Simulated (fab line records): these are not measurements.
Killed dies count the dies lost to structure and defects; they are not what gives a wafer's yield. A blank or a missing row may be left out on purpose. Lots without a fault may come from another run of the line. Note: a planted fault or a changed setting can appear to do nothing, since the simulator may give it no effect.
The tool behind it: which one? | flow sky130 | 12 lots, 36 wafers sampled, at 4 steps of a route of 708

WHAT EACH GAUGE READ, for each wafer
SKY_SD_N_CD_MEAS_07: target cd 380 nm.
lot  | measured     | on       | cdNm (nm)
L183 | day 28 05:12 | cdSem-01 | 379.9 378.7 377.5
L184 | day 28 05:17 | cdSem-02 | 381.5 379.7 380.5
L185 | day 28 18:56 | cdSem-01 | 380.7 380.9 381.9
L186 | day 29 00:55 | cdSem-01 | 380.5 382.0 380.6
L187 | day 29 07:41 | cdSem-01 | 380.0 374.6 378.8
L189 | day 30 11:44 | cdSem-01 | 379.3 379.7 377.4
L191 | day 30 12:25 | cdSem-01 | 380.5 377.5 381.7
L190 | day 30 14:17 | cdSem-01 | 379.1 380.2 381.2
L192 | day 31 06:07 | cdSem-01 | 381.7 384.8 384.0
L199 | day 33 10:54 | cdSem-01 | 389.4 392.0 390.9
L202 | day 34 14:47 | cdSem-02 | 392.2 394.2 391.9
L206 | day 35 18:44 | cdSem-02 | 378.7 379.0 379.2

SKY_CONTACT_OVL_MEAS_15.
lot  | measured     | on         | CONTACT_OVL (nm)
L183 | day 31 21:46 | overlay-01 | -3 -1 -2
L184 | day 31 23:41 | overlay-02 | 6 5 4
L185 | day 32 10:27 | overlay-02 | 5 13 3
L186 | day 32 17:40 | overlay-01 | 0 3 6
L187 | day 33 00:11 | overlay-02 | 6 0 5
L189 | day 34 02:48 | overlay-01 | 3 3 10
L191 | day 34 04:06 | overlay-01 | -2 8 -2
L190 | day 34 04:26 | overlay-02 | 7 10 -3
L192 | day 34 20:04 | overlay-01 | -3 9 3
L199 | day 36 21:52 | overlay-01 | 6 -2 -2
L202 | day 38 03:23 | overlay-01 | 8 -6 7
L206 | day 39 05:12 | overlay-01 | -5 -5 -4

WHAT TOOL EACH LOT RAN ON (gives the tool, then ch and the chambers of the sampled wafers, and finally the start)
lot  | SKY_FIELD_ISO_CMP_27         | SKY_SD_N_DEVELOP_06
L183 | cmp-02 ch 0,2,3, day 2 09:44 | lithoTrack-02 ch 0, day 28 05:04
L184 | cmp-02 ch 0,3, day 2 13:47   | lithoTrack-03 ch 0, day 28 05:08
L185 | cmp-01 ch 0,1,3, day 2 20:38 | lithoTrack-01 ch 0, day 28 18:47
L186 | cmp-01 ch 2,3, day 3 00:14   | lithoTrack-03 ch 0, day 29 00:46
L187 | cmp-02 ch 0,2,3, day 3 06:55 | lithoTrack-01 ch 0, day 29 07:32
L189 | cmp-01 ch 0,1, day 3 22:14   | lithoTrack-03 ch 0, day 30 11:35
L191 | cmp-01 ch 0,2,3, day 4 02:43 | lithoTrack-01 ch 0, day 30 12:17
L190 | cmp-01 ch 0,2,3, day 4 02:58 | lithoTrack-03 ch 0, day 30 14:08
L192 | cmp-01 ch 0,1,2, day 4 12:48 | lithoTrack-02 ch 0, day 31 05:59
L199 | cmp-01 ch 0,2,3, day 5 19:07 | lithoTrack-01 ch 0, day 33 10:45
L202 | cmp-01 ch 0,1, day 6 15:02   | lithoTrack-01 ch 0, day 34 14:38
L206 | cmp-01 ch 0,2, day 7 10:58   | lithoTrack-03 ch 0, day 35 18:35
- SKY_FIELD_ISO_CMP_27: polishes, stops on Si3N4, t overpolish 14.79 s, target thk 457.8 nm.
- SKY_SD_N_DEVELOP_06: develop time 60 s.

WHAT THE TOOLS THEMSELVES READ (means of the sampled wafers that have a number; where no wafer has one, the mark that the record gives instead)
SKY_FIELD_ISO_CMP_27.
lot  | tool   | motorCurrentA (A) | overpolishRunS (s) | timeToEndpointS (s)
L183 | cmp-02 | 12.8              | 14.784             | 109
L184 | cmp-02 | 13.1              | 14.789             | 113
L185 | cmp-01 | 13.2              | 14.785             | 102
L186 | cmp-01 | 11.7              | 14.787             | 104
L187 | cmp-02 | 12.8              | 14.787             | 114
L189 | cmp-01 | 13.5              | 14.785             | 105
L191 | cmp-01 | 12.5              | 14.780             | 106
L190 | cmp-01 | 13.1              | 14.786             | 107
L192 | cmp-01 | 13.7              | 14.795             | 104
L199 | cmp-01 | 13.1              | 14.793             | 109
L202 | cmp-01 | 14.1              | 14.793             | 107
L206 | cmp-01 | 13.4              | 14.789             | 107

SKY_SD_N_DEVELOP_06.
lot  | tool          | chillPlateTempC (C) | developerTempC (C)
L183 | lithoTrack-02 | 23.02               | 22.88
L184 | lithoTrack-03 | 23.04               | 22.97
L185 | lithoTrack-01 | 23.00               | 23.01
L186 | lithoTrack-03 | 22.83               | 22.92
L187 | lithoTrack-01 | 22.92               | 22.86
L189 | lithoTrack-03 | 23.04               | 22.95
L191 | lithoTrack-01 | 23.05               | 23.05
L190 | lithoTrack-03 | 23.16               | 22.90
L192 | lithoTrack-02 | 22.88               | 23.11
L199 | lithoTrack-01 | 22.99               | 20.61
L202 | lithoTrack-01 | 23.00               | 20.65
L206 | lithoTrack-03 | 22.90               | 23.07

THE ANSWER, worked out from the rows above alone
Rule: usual is defined by the lots themselves. The widest of any qualifying gaps counts: lots, ordered by their means at a reading, are off when they make up no more than a third of the lots, leave a main group of 4 or more, and stand apart from it by 3 or more times the standard deviation of that group's means. A main group whose means are all the same, to the digits that the tables above print for the reading, isn't used. A lot without any number at a reading at which 4 lots or more have one is off too. Any other lot the step has rows for is counted as sound. After the gauges, taken in route order, come the tools' own readings; for these a lot's mean is taken, as printed above. At the first step where some lot is off, the reading lying furthest off is the one used; lots without a number count as furthest.
Off: L199, L202 (SKY_SD_N_CD_MEAS_07, cdNm). The main group has a mean of 380.1 nm with a standard deviation of 1.6.
If a tool, at a process step before that reading, ran all the lots that are off and no sound lot after the first of them, it fits. The gauges at SKY_SD_N_CD_MEAS_07 aren't tried: what is off there is off at SKY_SD_N_DEVELOP_06 too, on other tools, and a gauge's error can't cause that. One candidate fits, namely lithoTrack-01 at SKY_SD_N_DEVELOP_06. Its last sound lot is L191 (day 30 12:17), its first lot that is off L199 (day 33 10:45): a fault that began between those two fits.
On the lots that are off, the tool's own readings at SKY_SD_N_DEVELOP_06 differ by more than 5 times the standard deviation of the sound lots' means, which bears it out; developerTempC reads 20.63 C there versus 22.97 C on the sound lots.

WHAT WAS PUT IN BY THE SIMULATOR
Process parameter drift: lithoTrack-01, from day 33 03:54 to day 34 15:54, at SKY_SD_N_DEVELOP_06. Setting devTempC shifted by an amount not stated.
Shown lots that were struck: L199, L202. The same result came from the rule above.
